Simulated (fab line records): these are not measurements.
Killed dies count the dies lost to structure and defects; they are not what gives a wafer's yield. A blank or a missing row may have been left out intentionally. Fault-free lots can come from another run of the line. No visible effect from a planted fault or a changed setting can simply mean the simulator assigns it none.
Which tool did it? ; flow gf180mcu ; Sampling: 12 lots, 36 wafers, 4 of 602 route steps

WHAT THE GAUGES SHOWED, per wafer
GF_MVPSD_OVL_MEAS_07. Usual: MVPSD_OVL gives 0.5 nm (standard deviation 1.3).
lot;measured;on;MVPSD_OVL (nm);flag
L955;day 4 23:22;overlay-02;0.6 1.2 -0.4;
L956;day 5 06:04;overlay-01;-1.1 0.9 1.0;
L957;day 5 14:16;overlay-02;0.0 2.6 2.2;
L958;day 5 18:48;overlay-02;1.0 2.0 1.6;
L961;day 6 14:27;overlay-02;-0.7 0.1 -0.5;
L962;day 6 19:34;overlay-02;0.0 0.9 1.6;
L963;day 6 23:43;overlay-02;-0.7 0.1 1.8;
L973;day 9 12:34;overlay-02;0.4 1.3 3.6;
L974;day 9 19:13;overlay-01;-1.6 0.3 1.2;
L975;day 10 01:28;overlay-02;1.6 -0.1 0.0;
L977;day 10 14:58;overlay-01;-1.1 0.4 -1.0;
L978;day 10 16:52;overlay-02;0.7 1.1 0.1;

GF_HV_LDD_CD_MEAS_31 targets a cd of 400 nm. Usual: 399.8 nm for cd nm, sd 2.5.
lot;measured;on;cd nm (nm);flag
L955;day 11 13:43;cd sem-02;396.7 396.4 397.5;
L956;day 11 19:51;cd sem-02;399.0 396.4 399.1;
L957;day 12 06:26;cd sem-02;400.4 399.3 398.6;
L958;day 12 11:50;cd sem-01;402.6 405.1 404.6;
L961;day 13 13:53;cd sem-01;400.5 401.8 401.3;
L962;day 14 01:26;cd sem-02;397.9 400.2 398.2;
L963;day 14 08:17;cd sem-01;400.2 401.4 401.2;
L973;day 17 10:26;cd sem-01;403.0 402.5 399.8;
L974;day 17 16:09;cd sem-02;400.8 401.2 400.5;
L975;day 18 04:07;cd sem-02;401.9 398.1 403.9;
L977;day 18 21:05;cd sem-01;396.6 398.9 401.0;
L978;day 19 01:09;cd sem-01;396.1 395.5 396.5;

WHAT TOOL EACH LOT RAN ON (gives the tool, then ch and the chambers of the sampled wafers, and finally the start)
lot;GF_STI_WET_ETCH_27;GF_MVSD_STRIP_10
L955;wet bench-04 ch 1, day 2 04:01;plasma asher-02 ch 0,1, day 4 09:07
L956;wet bench-03 ch 2, day 2 09:30;plasma asher-04 ch 0,1, day 4 16:38
L957;wet bench-03 ch 1, day 2 15:51;plasma asher-03 ch 0,1, day 4 23:38
L958;wet bench-01 ch 0, day 2 20:35;plasma asher-02 ch 0,1, day 5 04:29
L961;wet bench-04 ch 1, day 3 12:01;plasma asher-04 ch 0,1, day 5 23:20
L962;wet bench-04 ch 0, day 3 16:55;plasma asher-04 ch 1, day 6 04:14
L963;wet bench-01 ch 1, day 3 22:07;plasma asher-02 ch 0,1, day 6 08:41
L973;wet bench-03 ch 0, day 6 01:20;plasma asher-02 ch 0,1, day 8 19:02
L974;wet bench-01 ch 3, day 6 06:36;plasma asher-02 ch 0,1, day 9 01:44
L975;wet bench-03 ch 0, day 6 12:45;plasma asher-02 ch 0,1, day 9 07:59
L977;wet bench-01 ch 0, day 6 20:41;plasma asher-03 ch 1, day 9 21:17
L978;wet bench-01 ch 0, day 7 02:26;plasma asher-04 ch 1, day 9 22:29
- GF_STI_WET_ETCH_27: etches Si3N4 in H3PO4, target depth 160 nm, time 1825 s.
- GF_MVSD_STRIP_10: strips in O2/N2.

WHAT THE TOOLS THEMSELVES READ (means of the sampled wafers that have a number; where no wafer has one, the mark that the record gives instead)
GF_STI_WET_ETCH_27. Usual: 1854 s for run length s, sd 3.7.
lot;tool;run length s (s);flag
L955;wet bench-04;1850;
L956;wet bench-03;1851;
L957;wet bench-03;1853;
L958;wet bench-01;1853;
L961;wet bench-04;2074;OFF
L962;wet bench-04;2075;OFF
L963;wet bench-01;1848;
L973;wet bench-03;1849;
L974;wet bench-01;1851;
L975;wet bench-03;1849;
L977;wet bench-01;1852;
L978;wet bench-01;1852;

GF_MVSD_STRIP_10. Usual: chamber pressure mTorr 1499.9 mTorr, standard deviation 1.4; drypump motor current A 5.62 A, standard deviation 0.28; heater power w 328 W, standard deviation 25; o2 flow sccm 2943 sccm, standard deviation 8.4; oes product au 0.722 a.u., standard deviation 0.0044; strip time to endpoint s 37.02 s, standard deviation 0.078.
lot;tool;chamber pressure mTorr (mTorr);drypump motor current A (A);heater power w (W);o2 flow sccm (sccm);oes product au (a.u.);strip time to endpoint s (s);flag
L955;plasma asher-02;1499.9;5.90;315;2939;0.719;37.03;
L956;plasma asher-04;1499.5;5.48;331;2947;0.724;36.93;
L957;plasma asher-03;1501.2;5.47;321;2946;0.726;36.96;
L958;plasma asher-02;1499.9;5.90;315;2941;0.721;37.10;
L961;plasma asher-04;1500.7;5.36;349;2937;0.723;36.98;
L962;plasma asher-04;1499.1;5.28;371;2945;0.722;37.01;
L963;plasma asher-02;1499.5;5.92;313;2945;0.723;37.01;
L973;plasma asher-02;1499.8;5.78;319;2938;0.722;37.04;
L974;plasma asher-02;1500.5;5.77;320;2940;0.720;36.99;
L975;plasma asher-02;1500.1;5.93;313;2945;0.721;37.03;
L977;plasma asher-03;1499.2;5.34;317;2930;0.723;36.96;
L978;plasma asher-04;1498.7;5.30;377;2946;0.722;37.00;

THE ANSWER, worked out from the rows above alone
Rule: a lot counts as off when the mean over its wafers that have a number is more than 3 standard deviations away from the usual mean. A lot without any number at a reading at which 4 lots or more have one is off too. Any other lot the step has rows for is counted as sound. The gauges are gone through in route order, then the tools' own readings, and for those a lot's mean is taken as printed above. The first step at which some lot is off is used, and at that step the reading that is off furthest; a lot without a number counts as furthest.
Off at GF_STI_WET_ETCH_27 (run length s): L961, L962.
A tool fits if, at that step or a process step before it, it ran every lot that is off, and no sound lot after the first of them. One candidate fits, namely wet bench-04 at GF_STI_WET_ETCH_27. Its last sound lot is L955 (day 2 04:01), its first lot that is off L961 (day 3 12:01): a fault that began between those two fits.
On the lots that are off, the tool's own readings at GF_STI_WET_ETCH_27 differ by more than 5 times the standard deviation of the sound lots' means, which bears it out; run length s reads 2074 s there versus 1851 s on the sound lots.

WHAT THE SIMULATOR PUT IN
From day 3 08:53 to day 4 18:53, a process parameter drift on wet bench-04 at GF_STI_WET_ETCH_27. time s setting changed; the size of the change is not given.
Struck lots among those shown: L961, L962. The rule above reached the same finding.
